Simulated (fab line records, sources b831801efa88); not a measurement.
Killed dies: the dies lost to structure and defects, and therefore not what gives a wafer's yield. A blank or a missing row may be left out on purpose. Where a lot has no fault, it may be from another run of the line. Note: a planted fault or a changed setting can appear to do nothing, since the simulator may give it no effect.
Which tool is to blame? / flow sky130 / 24 lots with 72 wafers sampled at 6 steps, on a route of 708 steps

## WHAT EACH GAUGE READ, for each wafer
SKY_DNWELL_TW_MEAS_09. Usual: for DNWELL_TW the level is 1108 and the standard deviation is 16.
lot=L074; measured=day 3 07:32; on=film_metro-01; DNWELL_TW=1128 1125 1124; flag=
lot=L075; measured=day 3 08:16; on=film_metro-01; DNWELL_TW=1125 1125 1127; flag=
lot=L076; measured=day 3 15:47; on=film_metro-01; DNWELL_TW=1137 1133 1136; flag=
lot=L077; measured=day 3 20:43; on=film_metro-04; DNWELL_TW=1098 1098 1098; flag=
lot=L078; measured=day 4 01:57; on=film_metro-03; DNWELL_TW=1085 1084 1080; flag=
lot=L079; measured=day 4 07:40; on=film_metro-03; DNWELL_TW=1086 1090 1085; flag=
lot=L080; measured=day 4 13:47; on=film_metro-01; DNWELL_TW=1123 1130 1125; flag=
lot=L081; measured=day 4 20:14; on=film_metro-03; DNWELL_TW=1098 1093 1090; flag=
lot=L082; measured=day 5 00:11; on=film_metro-04; DNWELL_TW=1107 1113 1110; flag=
lot=L083; measured=day 5 03:18; on=film_metro-04; DNWELL_TW=1109 1100 1103; flag=
lot=L084; measured=day 5 10:23; on=film_metro-01; DNWELL_TW=1122 1126 1118; flag=
lot=L085; measured=day 5 15:08; on=film_metro-04; DNWELL_TW=1102 1101 1093; flag=
lot=L086; measured=day 5 19:55; on=film_metro-01; DNWELL_TW=1125 1125 1132; flag=
lot=L087; measured=day 6 01:50; on=film_metro-03; DNWELL_TW=1100 1098 1094; flag=
lot=L088; measured=day 6 09:26; on=film_metro-03; DNWELL_TW=1105 1092 1103; flag=
lot=L089; measured=day 6 12:09; on=film_metro-03; DNWELL_TW=1099 1100 1093; flag=
lot=L090; measured=day 6 15:41; on=film_metro-01; DNWELL_TW=1119 1125 1121; flag=
lot=L091; measured=day 6 21:03; on=film_metro-04; DNWELL_TW=1092 1100 1095; flag=
lot=L092; measured=day 7 03:54; on=film_metro-03; DNWELL_TW=1091 1095 1094; flag=
lot=L093; measured=day 7 11:06; on=film_metro-04; DNWELL_TW=1100 1097 1096; flag=
lot=L094; measured=day 7 15:43; on=film_metro-04; DNWELL_TW=1112 1102 1104; flag=
lot=L095; measured=day 7 22:04; on=film_metro-01; DNWELL_TW=1128 1137 1129; flag=
lot=L096; measured=day 8 02:04; on=film_metro-03; DNWELL_TW=1098 1096 1102; flag=
lot=L097; measured=day 8 10:21; on=film_metro-01; DNWELL_TW=1114 1116 1118; flag=

SKY_VIA4_OVL_MEAS_11. Usual: for VIA4_OVL the level is 0.4 nm and the standard deviation is 1.5.
lot=L074; measured=day 43 05:15; on=overlay-02; VIA4_OVL (nm)=-0.1 -0.1 2.1; flag=
lot=L075; measured=day 43 06:41; on=overlay-02; VIA4_OVL (nm)=-1.8 -0.7 -1.4; flag=
lot=L076; measured=day 43 16:57; on=overlay-02; VIA4_OVL (nm)=-0.2 -0.9 -1.2; flag=
lot=L077; measured=day 43 20:32; on=overlay-01; VIA4_OVL (nm)=-1.5 -1.9 -0.8; flag=
lot=L078; measured=day 44 02:15; on=overlay-02; VIA4_OVL (nm)=1.3 2.0 2.5; flag=
lot=L079; measured=day 44 21:52; on=overlay-01; VIA4_OVL (nm)=0.4 0.3 0.8; flag=
lot=L080; measured=day 45 01:41; on=overlay-01; VIA4_OVL (nm)=0.6 1.6 1.6; flag=
lot=L081; measured=day 45 04:59; on=overlay-01; VIA4_OVL (nm)=-0.2 -0.8 0.2; flag=
lot=L082; measured=day 45 11:00; on=overlay-02; VIA4_OVL (nm)=0.4 4.3 3.3; flag=
lot=L083; measured=day 45 19:27; on=overlay-01; VIA4_OVL (nm)=-0.9 -0.2 -1.2; flag=
lot=L084; measured=day 45 20:58; on=overlay-02; VIA4_OVL (nm)=0.2 2.0 1.8; flag=
lot=L085; measured=day 46 00:20; on=overlay-02; VIA4_OVL (nm)=2.1 1.7 3.2; flag=
lot=L086; measured=day 46 08:00; on=overlay-02; VIA4_OVL (nm)=-0.7 -0.1 -1.1; flag=
lot=L087; measured=day 46 13:24; on=overlay-01; VIA4_OVL (nm)=2.3 -0.2 2.1; flag=
lot=L088; measured=day 46 23:14; on=overlay-02; VIA4_OVL (nm)=-0.1 0.0 0.2; flag=
lot=L089; measured=day 47 00:57; on=overlay-02; VIA4_OVL (nm)=2.0 0.7 1.5; flag=
lot=L090; measured=day 47 01:10; on=overlay-02; VIA4_OVL (nm)=1.3 0.3 -0.2; flag=
lot=L091; measured=day 47 08:41; on=overlay-02; VIA4_OVL (nm)=0.1 1.6 0.2; flag=
lot=L092; measured=day 47 19:51; on=overlay-02; VIA4_OVL (nm)=-0.3 0.6 1.5; flag=
lot=L093; measured=day 48 05:35; on=overlay-02; VIA4_OVL (nm)=0.8 0.6 0.1; flag=
lot=L094; measured=day 48 04:12; on=overlay-01; VIA4_OVL (nm)=-0.1 -0.7 0.2; flag=
lot=L095; measured=day 48 14:57; on=overlay-02; VIA4_OVL (nm)=2.4 0.5 2.0; flag=
lot=L096; measured=day 48 20:01; on=overlay-01; VIA4_OVL (nm)=3.0 0.4 0.1; flag=
lot=L097; measured=day 48 20:32; on=overlay-01; VIA4_OVL (nm)=1.0 1.5 0.7; flag=

SKY_PAD_OPEN_BOW_MEAS_13. Usual: for PAD_OPEN_BOW the level is 48 um and the standard deviation is 9.2.
lot=L074; measured=day 46 05:03; on=film_metro-02; PAD_OPEN_BOW (um)=37 46 48; flag=
lot=L075; measured=day 46 06:01; on=film_metro-02; PAD_OPEN_BOW (um)=57 60 61; flag=
lot=L076; measured=day 46 15:56; on=film_metro-02; PAD_OPEN_BOW (um)=63 57 63; flag=
lot=L077; measured=day 46 17:44; on=film_metro-03; PAD_OPEN_BOW (um)=38 44 39; flag=
lot=L078; measured=day 47 00:25; on=film_metro-01; PAD_OPEN_BOW (um)=59 67 48; flag=
lot=L079; measured=day 47 16:02; on=film_metro-03; PAD_OPEN_BOW (um)=58 51 55; flag=
lot=L080; measured=day 47 21:44; on=film_metro-01; PAD_OPEN_BOW (um)=59 56 49; flag=
lot=L081; measured=day 48 00:13; on=film_metro-03; PAD_OPEN_BOW (um)=28 30 43; flag=
lot=L082; measured=day 48 06:24; on=film_metro-03; PAD_OPEN_BOW (um)=36 39 31; flag=
lot=L083; measured=day 48 12:29; on=film_metro-02; PAD_OPEN_BOW (um)=47 52 49; flag=
lot=L084; measured=day 48 14:02; on=film_metro-02; PAD_OPEN_BOW (um)=62 49 41; flag=
lot=L085; measured=day 48 17:37; on=film_metro-02; PAD_OPEN_BOW (um)=36 34 42; flag=
lot=L086; measured=day 49 00:34; on=film_metro-03; PAD_OPEN_BOW (um)=44 40 49; flag=
lot=L087; measured=day 49 04:07; on=film_metro-02; PAD_OPEN_BOW (um)=57 60 59; flag=
lot=L088; measured=day 49 12:01; on=film_metro-03; PAD_OPEN_BOW (um)=51 61 60; flag=
lot=L089; measured=day 49 14:51; on=film_metro-03; PAD_OPEN_BOW (um)=40 44 33; flag=
lot=L090; measured=day 49 15:16; on=film_metro-03; PAD_OPEN_BOW (um)=49 57 42; flag=
lot=L091; measured=day 49 23:14; on=film_metro-03; PAD_OPEN_BOW (um)=37 51 37; flag=
lot=L092; measured=day 50 05:45; on=film_metro-02; PAD_OPEN_BOW (um)=26 40 52; flag=
lot=L093; measured=day 50 15:57; on=film_metro-01; PAD_OPEN_BOW (um)=49 44 58; flag=
lot=L094; measured=day 50 13:39; on=film_metro-03; PAD_OPEN_BOW (um)=51 40 54; flag=
lot=L095; measured=day 50 23:22; on=film_metro-02; PAD_OPEN_BOW (um)=45 50 52; flag=
lot=L096; measured=day 51 00:53; on=film_metro-03; PAD_OPEN_BOW (um)=57 58 54; flag=
lot=L097; measured=day 51 02:41; on=film_metro-02; PAD_OPEN_BOW (um)=38 34 57; flag=

## WHICH TOOL RAN EACH LOT (tool, then ch and the chambers of the sampled wafers, then the start)
lot=L074; SKY_VIA2_ETCH_14=rie_diel-04 ch 0,1,3, day 36 14:56; SKY_VIA2_SPUTTER_20=pvd_sputter-04, day 36 15:59; SKY_VIA3_ETCH_14=rie_diel-02 ch 0,1,2, day 40 00:29
lot=L075; SKY_VIA2_ETCH_14=rie_diel-04 ch 0,1,3, day 36 17:12; SKY_VIA2_SPUTTER_20=pvd_sputter-04, day 36 17:59; SKY_VIA3_ETCH_14=rie_diel-01 ch 1,2, day 40 02:27
lot=L076; SKY_VIA2_ETCH_14=rie_diel-03 ch 0,2, day 37 05:06; SKY_VIA2_SPUTTER_20=pvd_sputter-03, day 37 05:48; SKY_VIA3_ETCH_14=rie_diel-03 ch 0,1, day 40 13:41
lot=L077; SKY_VIA2_ETCH_14=rie_diel-01 ch 0,2, day 37 13:18; SKY_VIA2_SPUTTER_20=pvd_sputter-04, day 37 14:01; SKY_VIA3_ETCH_14=rie_diel-03 ch 0,1,3, day 40 20:21
lot=L078; SKY_VIA2_ETCH_14=rie_diel-04 ch 0,3, day 37 16:47; SKY_VIA2_SPUTTER_20=pvd_sputter-04, day 37 17:32; SKY_VIA3_ETCH_14=rie_diel-02 ch 1,3, day 40 23:54
lot=L079; SKY_VIA2_ETCH_14=rie_diel-01 ch 1,2, day 38 16:59; SKY_VIA2_SPUTTER_20=pvd_sputter-02, day 38 17:46; SKY_VIA3_ETCH_14=rie_diel-01 ch 1,2, day 41 21:36
lot=L080; SKY_VIA2_ETCH_14=rie_diel-04 ch 0,2,3, day 38 19:48; SKY_VIA2_SPUTTER_20=pvd_sputter-02, day 38 20:32; SKY_VIA3_ETCH_14=rie_diel-01 ch 0,1, day 42 01:08
lot=L081; SKY_VIA2_ETCH_14=rie_diel-01 ch 1,2,3, day 38 21:21; SKY_VIA2_SPUTTER_20=pvd_sputter-04, day 38 22:03; SKY_VIA3_ETCH_14=rie_diel-03 ch 0,1,2, day 42 03:39
lot=L082; SKY_VIA2_ETCH_14=rie_diel-03 ch 1,2, day 39 07:07; SKY_VIA2_SPUTTER_20=pvd_sputter-04, day 39 07:51; SKY_VIA3_ETCH_14=rie_diel-03 ch 2,3, day 42 12:33
lot=L083; SKY_VIA2_ETCH_14=rie_diel-04 ch 0,1,2, day 39 14:41; SKY_VIA2_SPUTTER_20=pvd_sputter-04, day 39 15:28; SKY_VIA3_ETCH_14=rie_diel-03 ch 0,2,3, day 42 19:21
lot=L084; SKY_VIA2_ETCH_14=rie_diel-04 ch 1,2,3, day 39 18:23; SKY_VIA2_SPUTTER_20=pvd_sputter-02, day 39 19:07; SKY_VIA3_ETCH_14=rie_diel-02 ch 0,2,3, day 42 22:01
lot=L085; SKY_VIA2_ETCH_14=rie_diel-01 ch 1,2,3, day 39 21:50; SKY_VIA2_SPUTTER_20=pvd_sputter-03, day 39 22:32; SKY_VIA3_ETCH_14=rie_diel-02 ch 0,3, day 43 01:25
lot=L086; SKY_VIA2_ETCH_14=rie_diel-04 ch 0,1,3, day 40 05:51; SKY_VIA2_SPUTTER_20=pvd_sputter-03, day 40 06:38; SKY_VIA3_ETCH_14=rie_diel-02 ch 0,1,2, day 43 09:08
lot=L087; SKY_VIA2_ETCH_14=rie_diel-01 ch 2,3, day 40 12:32; SKY_VIA2_SPUTTER_20=pvd_sputter-02, day 40 13:14; SKY_VIA3_ETCH_14=rie_diel-02 ch 0,2, day 43 15:39
lot=L088; SKY_VIA2_ETCH_14=rie_diel-04 ch 1,2,3, day 41 00:47; SKY_VIA2_SPUTTER_20=pvd_sputter-02, day 41 01:50; SKY_VIA3_ETCH_14=rie_diel-02 ch 0,2,3, day 44 02:51
lot=L089; SKY_VIA2_ETCH_14=rie_diel-03 ch 0,3, day 41 01:50; SKY_VIA2_SPUTTER_20=pvd_sputter-04, day 41 02:32; SKY_VIA3_ETCH_14=rie_diel-01 ch 2,3, day 44 04:14
lot=L090; SKY_VIA2_ETCH_14=rie_diel-04 ch 2,3, day 41 02:11; SKY_VIA2_SPUTTER_20=pvd_sputter-04, day 41 02:56; SKY_VIA3_ETCH_14=rie_diel-03 ch 2,3, day 44 05:12
lot=L091; SKY_VIA2_ETCH_14=rie_diel-01 ch 0,3, day 41 10:20; SKY_VIA2_SPUTTER_20=pvd_sputter-04, day 41 11:04; SKY_VIA3_ETCH_14=rie_diel-01 ch 0,1, day 44 12:42
lot=L092; SKY_VIA2_ETCH_14=rie_diel-04 ch 0,1,2, day 42 00:12; SKY_VIA2_SPUTTER_20=pvd_sputter-04, day 42 00:58; SKY_VIA3_ETCH_14=rie_diel-03 ch 2,3, day 45 01:18
lot=L093; SKY_VIA2_ETCH_14=rie_diel-01 ch 0,1,2, day 42 11:20; SKY_VIA2_SPUTTER_20=pvd_sputter-04, day 42 12:05; SKY_VIA3_ETCH_14=rie_diel-02 ch 0,1,2, day 45 11:41
lot=L094; SKY_VIA2_ETCH_14=rie_diel-03 ch 0,2,3, day 42 10:39; SKY_VIA2_SPUTTER_20=pvd_sputter-03, day 42 11:23; SKY_VIA3_ETCH_14=rie_diel-01 ch 0,1, day 45 09:42
lot=L095; SKY_VIA2_ETCH_14=rie_diel-03 ch 0,2,3, day 42 22:11; SKY_VIA2_SPUTTER_20=pvd_sputter-02, day 42 22:53; SKY_VIA3_ETCH_14=rie_diel-01 ch 1,3, day 45 22:27
lot=L096; SKY_VIA2_ETCH_14=rie_diel-03 ch 1,2,3, day 43 00:48; SKY_VIA2_SPUTTER_20=pvd_sputter-03, day 43 01:31; SKY_VIA3_ETCH_14=rie_diel-01 ch 1,2, day 46 00:48
lot=L097; SKY_VIA2_ETCH_14=rie_diel-04 ch 0,1,2, day 43 07:39; SKY_VIA2_SPUTTER_20=pvd_sputter-02, day 43 08:21; SKY_VIA3_ETCH_14=rie_diel-03 ch 0,1,2, day 46 05:39
- SKY_VIA2_ETCH_14: etches BARC in N2/H2, stops on SiO2, time 45.9 s, target depth 60 nm.
- SKY_VIA2_SPUTTER_20: material TiN, target thk 20 nm, time 80 s.
- SKY_VIA3_ETCH_14: etches BARC in N2/H2, stops on SiO2, time 45.9 s, target depth 60 nm.

## AS READ BY THE TOOLS THEMSELVES (means over the sampled wafers that have a number; for cases with no such wafer, the mark the record gives instead)
SKY_VIA2_ETCH_14. Usual: drypump_motor_current_A 5.8 A, standard deviation 0.53; oes_product_au 0.855 a.u., standard deviation 0.0051; throttle_valve_pct 13.224 %, standard deviation 0.0083.
lot=L074; tool=rie_diel-04; drypump_motor_current_A (A)=5.8; oes_product_au (a.u.)=0.858; throttle_valve_pct (%)=13.224; flag=
lot=L075; tool=rie_diel-04; drypump_motor_current_A (A)=5.8; oes_product_au (a.u.)=0.857; throttle_valve_pct (%)=13.233; flag=
lot=L076; tool=rie_diel-03; drypump_motor_current_A (A)=5.6; oes_product_au (a.u.)=0.853; throttle_valve_pct (%)=13.228; flag=
lot=L077; tool=rie_diel-01; drypump_motor_current_A (A)=5.7; oes_product_au (a.u.)=0.850; throttle_valve_pct (%)=13.224; flag=
lot=L078; tool=rie_diel-04; drypump_motor_current_A (A)=6.0; oes_product_au (a.u.)=0.857; throttle_valve_pct (%)=13.226; flag=
lot=L079; tool=rie_diel-01; drypump_motor_current_A (A)=5.1; oes_product_au (a.u.)=0.855; throttle_valve_pct (%)=13.220; flag=
lot=L080; tool=rie_diel-04; drypump_motor_current_A (A)=6.0; oes_product_au (a.u.)=0.855; throttle_valve_pct (%)=13.222; flag=
lot=L081; tool=rie_diel-01; drypump_motor_current_A (A)=5.3; oes_product_au (a.u.)=0.854; throttle_valve_pct (%)=13.226; flag=
lot=L082; tool=rie_diel-03; drypump_motor_current_A (A)=5.8; oes_product_au (a.u.)=0.850; throttle_valve_pct (%)=13.222; flag=
lot=L083; tool=rie_diel-04; drypump_motor_current_A (A)=5.7; oes_product_au (a.u.)=0.851; throttle_valve_pct (%)=13.224; flag=
lot=L084; tool=rie_diel-04; drypump_motor_current_A (A)=6.1; oes_product_au (a.u.)=0.858; throttle_valve_pct (%)=13.222; flag=
lot=L085; tool=rie_diel-01; drypump_motor_current_A (A)=5.4; oes_product_au (a.u.)=0.857; throttle_valve_pct (%)=13.219; flag=
lot=L086; tool=rie_diel-04; drypump_motor_current_A (A)=5.8; oes_product_au (a.u.)=0.850; throttle_valve_pct (%)=13.220; flag=
lot=L087; tool=rie_diel-01; drypump_motor_current_A (A)=5.6; oes_product_au (a.u.)=0.861; throttle_valve_pct (%)=13.220; flag=
lot=L088; tool=rie_diel-04; drypump_motor_current_A (A)=6.1; oes_product_au (a.u.)=0.860; throttle_valve_pct (%)=13.215; flag=
lot=L089; tool=rie_diel-03; drypump_motor_current_A (A)=5.9; oes_product_au (a.u.)=0.851; throttle_valve_pct (%)=13.224; flag=
lot=L090; tool=rie_diel-04; drypump_motor_current_A (A)=6.3; oes_product_au (a.u.)=0.849; throttle_valve_pct (%)=13.221; flag=
lot=L091; tool=rie_diel-01; drypump_motor_current_A (A)=5.5; oes_product_au (a.u.)=0.852; throttle_valve_pct (%)=13.224; flag=
lot=L092; tool=rie_diel-04; drypump_motor_current_A (A)=5.7; oes_product_au (a.u.)=0.855; throttle_valve_pct (%)=13.231; flag=
lot=L093; tool=rie_diel-01; drypump_motor_current_A (A)=5.4; oes_product_au (a.u.)=0.854; throttle_valve_pct (%)=13.228; flag=
lot=L094; tool=rie_diel-03; drypump_motor_current_A (A)=5.9; oes_product_au (a.u.)=0.851; throttle_valve_pct (%)=13.225; flag=
lot=L095; tool=rie_diel-03; drypump_motor_current_A (A)=5.9; oes_product_au (a.u.)=0.857; throttle_valve_pct (%)=13.231; flag=
lot=L096; tool=rie_diel-03; drypump_motor_current_A (A)=6.1; oes_product_au (a.u.)=0.853; throttle_valve_pct (%)=13.226; flag=
lot=L097; tool=rie_diel-04; drypump_motor_current_A (A)=5.8; oes_product_au (a.u.)=0.856; throttle_valve_pct (%)=13.214; flag=

SKY_VIA2_SPUTTER_20. Usual: throttle_valve_pct at 29.8 %, with a standard deviation of 0.92.
lot=L074; tool=pvd_sputter-04; throttle_valve_pct (%)=29.8; flag=
lot=L075; tool=pvd_sputter-04; throttle_valve_pct (%)=30.4; flag=
lot=L076; tool=pvd_sputter-03; throttle_valve_pct (%)=29.5; flag=
lot=L077; tool=pvd_sputter-04; throttle_valve_pct (%)=30.5; flag=
lot=L078; tool=pvd_sputter-04; throttle_valve_pct (%)=30.4; flag=
lot=L079; tool=pvd_sputter-02; throttle_valve_pct (%)=30.1; flag=
lot=L080; tool=pvd_sputter-02; throttle_valve_pct (%)=29.0; flag=
lot=L081; tool=pvd_sputter-04; throttle_valve_pct (%)=30.7; flag=
lot=L082; tool=pvd_sputter-04; throttle_valve_pct (%)=31.3; flag=
lot=L083; tool=pvd_sputter-04; throttle_valve_pct (%)=30.6; flag=
lot=L084; tool=pvd_sputter-02; throttle_valve_pct (%)=29.3; flag=
lot=L085; tool=pvd_sputter-03; throttle_valve_pct (%)=30.0; flag=
lot=L086; tool=pvd_sputter-03; throttle_valve_pct (%)=29.9; flag=
lot=L087; tool=pvd_sputter-02; throttle_valve_pct (%)=29.4; flag=
lot=L088; tool=pvd_sputter-02; throttle_valve_pct (%)=29.8; flag=
lot=L089; tool=pvd_sputter-04; throttle_valve_pct (%)=29.7; flag=
lot=L090; tool=pvd_sputter-04; throttle_valve_pct (%)=30.6; flag=
lot=L091; tool=pvd_sputter-04; throttle_valve_pct (%)=29.7; flag=
lot=L092; tool=pvd_sputter-04; throttle_valve_pct (%)=30.6; flag=
lot=L093; tool=pvd_sputter-04; throttle_valve_pct (%)=29.8; flag=
lot=L094; tool=pvd_sputter-03; throttle_valve_pct (%)=28.6; flag=
lot=L095; tool=pvd_sputter-02; throttle_valve_pct (%)=29.2; flag=
lot=L096; tool=pvd_sputter-03; throttle_valve_pct (%)=29.5; flag=
lot=L097; tool=pvd_sputter-02; throttle_valve_pct (%)=29.5; flag=

SKY_VIA3_ETCH_14. Usual: drypump_motor_current_A 5.6 A, standard deviation 0.52; oes_product_au 0.854 a.u., standard deviation 0.0047; throttle_valve_pct 13.225 %, standard deviation 0.0089.
lot=L074; tool=rie_diel-02; drypump_motor_current_A (A)=5.6; oes_product_au (a.u.)=0.853; throttle_valve_pct (%)=13.220; flag=
lot=L075; tool=rie_diel-01; drypump_motor_current_A (A)=5.5; oes_product_au (a.u.)=0.852; throttle_valve_pct (%)=13.217; flag=
lot=L076; tool=rie_diel-03; drypump_motor_current_A (A)=5.2; oes_product_au (a.u.)=0.853; throttle_valve_pct (%)=13.226; flag=
lot=L077; tool=rie_diel-03; drypump_motor_current_A (A)=5.6; oes_product_au (a.u.)=0.855; throttle_valve_pct (%)=13.226; flag=
lot=L078; tool=rie_diel-02; drypump_motor_current_A (A)=5.1; oes_product_au (a.u.)=0.856; throttle_valve_pct (%)=13.232; flag=
lot=L079; tool=rie_diel-01; drypump_motor_current_A (A)=5.5; oes_product_au (a.u.)=0.851; throttle_valve_pct (%)=13.218; flag=
lot=L080; tool=rie_diel-01; drypump_motor_current_A (A)=5.3; oes_product_au (a.u.)=0.854; throttle_valve_pct (%)=13.226; flag=
lot=L081; tool=rie_diel-03; drypump_motor_current_A (A)=5.7; oes_product_au (a.u.)=0.854; throttle_valve_pct (%)=13.223; flag=
lot=L082; tool=rie_diel-03; drypump_motor_current_A (A)=6.5; oes_product_au (a.u.)=0.857; throttle_valve_pct (%)=13.226; flag=
lot=L083; tool=rie_diel-03; drypump_motor_current_A (A)=5.9; oes_product_au (a.u.)=0.853; throttle_valve_pct (%)=13.237; flag=
lot=L084; tool=rie_diel-02; drypump_motor_current_A (A)=5.6; oes_product_au (a.u.)=0.851; throttle_valve_pct (%)=13.222; flag=
lot=L085; tool=rie_diel-02; drypump_motor_current_A (A)=5.4; oes_product_au (a.u.)=0.853; throttle_valve_pct (%)=13.220; flag=
lot=L086; tool=rie_diel-02; drypump_motor_current_A (A)=5.6; oes_product_au (a.u.)=0.857; throttle_valve_pct (%)=13.222; flag=
lot=L087; tool=rie_diel-02; drypump_motor_current_A (A)=5.8; oes_product_au (a.u.)=0.859; throttle_valve_pct (%)=13.224; flag=
lot=L088; tool=rie_diel-02; drypump_motor_current_A (A)=5.6; oes_product_au (a.u.)=0.856; throttle_valve_pct (%)=13.220; flag=
lot=L089; tool=rie_diel-01; drypump_motor_current_A (A)=5.7; oes_product_au (a.u.)=0.852; throttle_valve_pct (%)=13.229; flag=
lot=L090; tool=rie_diel-03; drypump_motor_current_A (A)=6.4; oes_product_au (a.u.)=0.852; throttle_valve_pct (%)=13.223; flag=
lot=L091; tool=rie_diel-01; drypump_motor_current_A (A)=5.3; oes_product_au (a.u.)=0.859; throttle_valve_pct (%)=13.226; flag=
lot=L092; tool=rie_diel-03; drypump_motor_current_A (A)=6.5; oes_product_au (a.u.)=0.856; throttle_valve_pct (%)=13.222; flag=
lot=L093; tool=rie_diel-02; drypump_motor_current_A (A)=5.6; oes_product_au (a.u.)=0.851; throttle_valve_pct (%)=13.220; flag=
lot=L094; tool=rie_diel-01; drypump_motor_current_A (A)=5.3; oes_product_au (a.u.)=0.854; throttle_valve_pct (%)=13.226; flag=
lot=L095; tool=rie_diel-01; drypump_motor_current_A (A)=5.2; oes_product_au (a.u.)=0.853; throttle_valve_pct (%)=13.223; flag=
lot=L096; tool=rie_diel-01; drypump_motor_current_A (A)=5.4; oes_product_au (a.u.)=0.855; throttle_valve_pct (%)=13.218; flag=
lot=L097; tool=rie_diel-03; drypump_motor_current_A (A)=5.7; oes_product_au (a.u.)=0.852; throttle_valve_pct (%)=13.230; flag=

## THE ANSWER, worked out from the rows above alone
Rule: lot off if the mean of its wafers having a number is beyond 3 standard deviations from the usual mean. Also off: a lot with no number at a reading for which 4 or more lots have one. The other lots that the step has rows for count as sound. After the gauges, taken in route order, come the tools' own readings; for these a lot's mean is taken, as printed above. The first step at which some lot is off is used, and at that step the reading that is off furthest; a lot without a number counts as furthest.
No lot is off on any of the readings shown, so nothing can be concluded from this.

## WHAT THE SIMULATOR HAD INSERTED
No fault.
